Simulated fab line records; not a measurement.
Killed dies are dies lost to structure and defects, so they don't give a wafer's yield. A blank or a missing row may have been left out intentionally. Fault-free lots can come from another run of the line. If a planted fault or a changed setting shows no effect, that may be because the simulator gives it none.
Which tool did it? | flow gf180mcu | 13 lots, 39 wafers sampled, at 5 steps of a route of 602

## WHAT EACH GAUGE READ, for each wafer
GF_MVPSD_TW_MEAS_11. Usual: MVPSD_TW typically reads 556, with standard deviation 3.2.
lot  | measured    | on            | MVPSD_TW    | flag
L314 | day 5 01:32 | film_metro-03 | 553 555 558 |
L315 | day 5 06:00 | film_metro-03 | 553 553 554 |
L317 | day 5 18:30 | film_metro-02 | 563 562 558 |
L318 | day 6 00:08 | film_metro-03 | 554 550 553 |
L320 | day 6 11:46 | film_metro-02 | 555 557 562 |
L322 | day 6 22:17 | film_metro-02 | 559 561 557 |
L323 | day 7 06:08 | film_metro-04 | 556 555 555 |
L324 | day 7 12:44 | film_metro-02 | 560 561 558 |
L325 | day 7 18:33 | film_metro-02 | 560 559 556 |
L326 | day 7 19:29 | film_metro-04 | 556 554 555 |
L327 | day 8 11:24 | film_metro-03 | 554 558 557 |
L329 | day 8 18:08 | film_metro-04 | 558 558 558 |
L333 | day 9 17:51 | film_metro-03 | 554 554 552 |

GF_VT_IMPLANT_OVL_MEAS_29. Usual: VT_IMPLANT_02_OVL typically reads 1.0 nm, with standard deviation 1.2.
lot  | measured     | on         | VT_IMPLANT_02_OVL (nm) | flag
L314 | day 6 20:51  | overlay-02 | 3.4 1.5 1.4            |
L315 | day 7 02:31  | overlay-01 | -0.7 0.0 -0.2          |
L317 | day 7 17:07  | overlay-01 | 2.1 3.2 2.7            |
L318 | day 7 22:48  | overlay-01 | 1.1 -3.1 0.4           |
L320 | day 8 11:55  | overlay-02 | 1.4 1.6 2.0            |
L322 | day 8 21:54  | overlay-02 | 0.5 0.3 0.0            |
L323 | day 9 08:15  | overlay-01 | -0.3 0.7 -0.2          |
L324 | day 9 12:54  | overlay-01 | 1.3 1.6 2.4            |
L325 | day 9 20:49  | overlay-02 | 1.2 0.9 -0.6           |
L326 | day 9 21:06  | overlay-01 | 2.2 2.6 1.6            |
L327 | day 10 14:22 | overlay-02 | -0.1 2.8 -0.5          |
L329 | day 10 21:03 | overlay-02 | 0.7 1.8 1.6            |
L333 | day 12 00:25 | overlay-01 | - - -                  | OFF

GF_VT_IMPLANT_TW_MEAS_32. Usual: VT_IMPLANT_3_TW typically reads 268.5, with standard deviation 1.5.
lot  | measured     | on            | VT_IMPLANT_3_TW   | flag
L314 | day 6 21:08  | film_metro-01 | 267.6 265.6 266.9 |
L315 | day 7 02:48  | film_metro-03 | 269.5 268.2 268.9 |
L317 | day 7 17:24  | film_metro-01 | 267.0 266.6 267.8 |
L318 | day 7 23:05  | film_metro-01 | 267.8 267.1 268.8 |
L320 | day 8 12:13  | film_metro-02 | 271.8 269.4 271.5 |
L322 | day 8 22:11  | film_metro-02 | 270.8 272.4 269.5 |
L323 | day 9 08:32  | film_metro-03 | 269.0 270.2 269.8 |
L324 | day 9 13:11  | film_metro-03 | 269.7 268.3 269.9 |
L325 | day 9 21:06  | film_metro-01 | 267.7 267.7 270.2 |
L326 | day 9 21:23  | film_metro-03 | 268.6 267.9 268.1 |
L327 | day 10 14:39 | film_metro-01 | 267.8 267.7 268.2 |
L329 | day 10 21:20 | film_metro-01 | 268.4 268.5 267.6 |
L333 | day 12 00:42 | film_metro-01 | 29.7 29.9 30.0    | OFF

## WHAT TOOL EACH LOT RAN ON (gives the tool, then ch and the chambers of the sampled wafers, and finally the start)
lot  | GF_NWELL_STRIP_10                   | GF_VT_IMPLANT_EXPOSE_26
L314 | plasma_asher-02 ch 0,1, day 3 07:44 | iline_stepper-01 ch 0, day 6 13:21
L315 | plasma_asher-04 ch 0,1, day 3 13:08 | iline_stepper-02 ch 0, day 6 19:12
L317 | plasma_asher-04 ch 0,1, day 4 01:20 | iline_stepper-02 ch 0, day 7 09:12
L318 | plasma_asher-04 ch 0,1, day 4 05:59 | iline_stepper-02 ch 0, day 7 15:15
L320 | plasma_asher-01 ch 0,1, day 4 16:28 | iline_stepper-02 ch 0, day 8 04:01
L322 | plasma_asher-01 ch 0,1, day 5 01:50 | iline_stepper-01 ch 0, day 8 14:08
L323 | plasma_asher-04 ch 0,1, day 5 09:56 | iline_stepper-02 ch 0, day 9 00:29
L324 | plasma_asher-04 ch 0,1, day 5 15:35 | iline_stepper-02 ch 0, day 9 05:09
L325 | plasma_asher-04 ch 0,1, day 5 19:08 | iline_stepper-02 ch 0, day 9 12:19
L326 | plasma_asher-02 ch 0,1, day 5 21:47 | iline_stepper-01 ch 0, day 9 12:44
L327 | plasma_asher-04 ch 0,1, day 6 10:20 | iline_stepper-02 ch 0, day 10 05:30
L329 | plasma_asher-04 ch 0,1, day 6 16:41 | iline_stepper-02 ch 0, day 10 12:11
L333 | plasma_asher-01 ch 0,1, day 7 15:11 | iline_stepper-02 ch 0, day 11 15:51
- GF_NWELL_STRIP_10: strips in O2/N2.
- GF_VT_IMPLANT_EXPOSE_26: exposes mask LVPWELL HV AREA, target cd 860 nm.

## WHAT THE TOOLS THEMSELVES READ (means of the sampled wafers that have a number; where no wafer has one, the mark that the record gives instead)
GF_NWELL_STRIP_10. Usual: drypump_motor_current_A 5.60 A, standard deviation 0.25; heater_power_w 329 W, standard deviation 42; oes_product_au 0.722 a.u., standard deviation 0.0046; strip_time_to_endpoint_s 37.00 s, standard deviation 0.1.
lot  | tool            | drypump_motor_current_A (A) | heater_power_w (W) | oes_product_au (a.u.) | strip_time_to_endpoint_s (s) | flag
L314 | plasma_asher-02 | 5.56                        | 319                | 0.725                 | 37.01                        |
L315 | plasma_asher-04 | 5.54                        | 335                | 0.727                 | 36.99                        |
L317 | plasma_asher-04 | 5.53                        | 337                | 0.728                 | 36.93                        |
L318 | plasma_asher-04 | 5.54                        | 338                | 0.722                 | 36.98                        |
L320 | plasma_asher-01 | 5.75                        | 330                | 0.724                 | 37.05                        |
L322 | plasma_asher-01 | 5.77                        | 336                | 0.723                 | 36.83                        |
L323 | plasma_asher-04 | 5.54                        | 336                | 0.720                 | 36.86                        |
L324 | plasma_asher-04 | 5.51                        | 338                | 0.725                 | 36.97                        |
L325 | plasma_asher-04 | 5.50                        | 310                | 0.721                 | 36.97                        |
L326 | plasma_asher-02 | 5.55                        | 324                | 0.721                 | 36.89                        |
L327 | plasma_asher-04 | 5.46                        | 312                | 0.719                 | 37.05                        |
L329 | plasma_asher-04 | 5.53                        | 335                | 0.723                 | 36.93                        |
L333 | plasma_asher-01 | 6.05                        | 347                | 0.724                 | 37.02                        |

## THE ANSWER, worked out from the rows above alone
Rule: take the mean of a lot's wafers that have a number; if it is more than 3 standard deviations from the usual mean, the lot is off. Also off: a lot with no number at a reading for which 4 or more lots have one. The other lots that the step has rows for count as sound. Order of review: gauges by route order, followed by the tools' own readings, for which a lot's mean as printed above is used. The first step at which some lot is off is used, and at that step the reading that is off furthest; a lot without a number counts as furthest.
Off: at GF_VT_IMPLANT_OVL_MEAS_29 (VT_IMPLANT_02_OVL), L333. Without a number there: L333.
If a tool, at a process step before that reading, ran all the lots that are off and no sound lot after the first of them, it fits. Not tried: the gauges at GF_VT_IMPLANT_OVL_MEAS_29; whatever is off there is also off at GF_VT_IMPLANT_TW_MEAS_32, on other tools, and gauge error can't account for it. Undecided on this evidence; 2 tools fit (plasma_asher-01 at GF_NWELL_STRIP_10, iline_stepper-02 at GF_VT_IMPLANT_EXPOSE_26).

## WHAT THE SIMULATOR HAD PUT IN
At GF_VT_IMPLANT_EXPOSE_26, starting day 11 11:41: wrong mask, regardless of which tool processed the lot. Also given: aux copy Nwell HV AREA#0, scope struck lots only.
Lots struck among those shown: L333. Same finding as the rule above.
